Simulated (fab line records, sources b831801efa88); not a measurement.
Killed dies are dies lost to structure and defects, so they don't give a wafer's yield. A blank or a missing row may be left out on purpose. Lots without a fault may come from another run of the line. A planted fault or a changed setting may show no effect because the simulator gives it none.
Which tool did it? | flow sky130 | 10 lots, 29 wafers sampled, at 4 steps of a route of 708

WHAT THE GAUGES READ, wafer by wafer
SKY_VIA1_RS_MEAS_22: measures by four-point-probe.
lot  | measured     | on            | VIA1_W_RS (ohm/sq)
L429 | day 33 11:42 | film_metro-02 | 0.426 0.432 0.429
L430 | day 34 02:07 | film_metro-02 | 0.429 0.435 0.422
L432 | day 36 03:23 | film_metro-01 | 0.422 0.420 0.421
L431 | day 36 03:43 | film_metro-03 | 0.433 0.438 0.436
L435 | day 36 06:08 | film_metro-01 | 0.431 0.430 0.435
L434 | day 36 09:13 | film_metro-01 | 0.604 0.434 0.438
L438 | day 36 19:47 | film_metro-02 | 0.434 0.584
L446 | day 39 22:38 | film_metro-03 | 0.430 0.425 0.430
L449 | day 40 04:46 | film_metro-01 | 0.417 0.431 0.418
L451 | day 40 19:35 | film_metro-02 | 0.409 0.407 0.405

WHICH TOOL RAN EACH LOT (tool, then ch and the chambers of the sampled wafers, then the start)
lot  | SKY_LOCAL_INTERCONNECT_STRIP_15      | SKY_METAL1_DESCUM_17              | SKY_VIA1_CVD_21
L429 | plasma_asher-02 ch 0,1, day 29 19:34 | rie_metal-02 ch 1, day 32 06:17   | cvd_w-02 ch 1, day 33 11:36
L430 | plasma_asher-01 ch 0,1, day 30 10:52 | rie_metal-02 ch 0,1, day 32 20:55 | cvd_w-02 ch 0,1, day 34 02:02
L432 | plasma_asher-04 ch 0,1, day 32 13:22 | rie_metal-02 ch 0,1, day 34 23:17 | cvd_w-01 ch 0,1, day 36 03:16
L431 | plasma_asher-04 ch 0,1, day 32 14:56 | rie_metal-01 ch 0,1, day 34 23:37 | cvd_w-02 ch 0,1, day 36 03:37
L435 | plasma_asher-02 ch 0,1, day 32 16:27 | rie_metal-02 ch 0,1, day 35 01:15 | cvd_w-02 ch 0,1, day 36 06:02
L434 | plasma_asher-04 ch 0,1, day 32 19:33 | rie_metal-04 ch 0,1, day 35 04:59 | cvd_w-02 ch 0,1, day 36 09:07
L438 | plasma_asher-02 ch 1, day 33 08:12   | rie_metal-04 ch 1, day 35 15:53   | cvd_w-02 ch 0,1, day 36 19:41
L446 | plasma_asher-01 ch 0,1, day 36 12:01 | rie_metal-02 ch 0,1, day 38 19:30 | cvd_w-02 ch 1, day 39 22:31
L449 | plasma_asher-01 ch 1, day 36 19:42   | rie_metal-04 ch 0, day 39 02:27   | cvd_w-02 ch 0,1, day 40 04:41
L451 | plasma_asher-02 ch 0, day 37 10:11   | rie_metal-02 ch 0,1, day 39 16:19 | cvd_w-02 ch 1, day 40 19:28
- SKY_LOCAL_INTERCONNECT_STRIP_15: strips in O2/N2.
- SKY_METAL1_DESCUM_17: chemistry O2, time 8 s.
- SKY_VIA1_CVD_21: deposits W, target thk 270 nm, time 80.902 s.

THE ANSWER, worked out from the rows above alone
Rule: what is usual is taken from the lots themselves. Put in order of their means at a reading, lots are off if they are a third of the lots or fewer, leave a main group of 4 or more, and stand apart from it by a gap of 3 or more times the standard deviation of the main group's means; of several such gaps the widest counts. A main group whose means are all the same, to the digits that the tables above print for the reading, isn't used. A lot without any number at a reading at which 4 lots or more have one is off too. The other lots that the step has rows for count as sound.
Off: L434, L438, at SKY_VIA1_RS_MEAS_22 (VIA1_W_RS). The main group: mean 0.425 ohm/sq, standard deviation 0.0083.
A tool fits if, at a process step before that reading, it ran every lot that is off, and no sound lot after the first of them. The gauges at SKY_VIA1_RS_MEAS_22 are tried like those tools. None of those tried fits.

WHAT THE SIMULATOR HAD PUT IN
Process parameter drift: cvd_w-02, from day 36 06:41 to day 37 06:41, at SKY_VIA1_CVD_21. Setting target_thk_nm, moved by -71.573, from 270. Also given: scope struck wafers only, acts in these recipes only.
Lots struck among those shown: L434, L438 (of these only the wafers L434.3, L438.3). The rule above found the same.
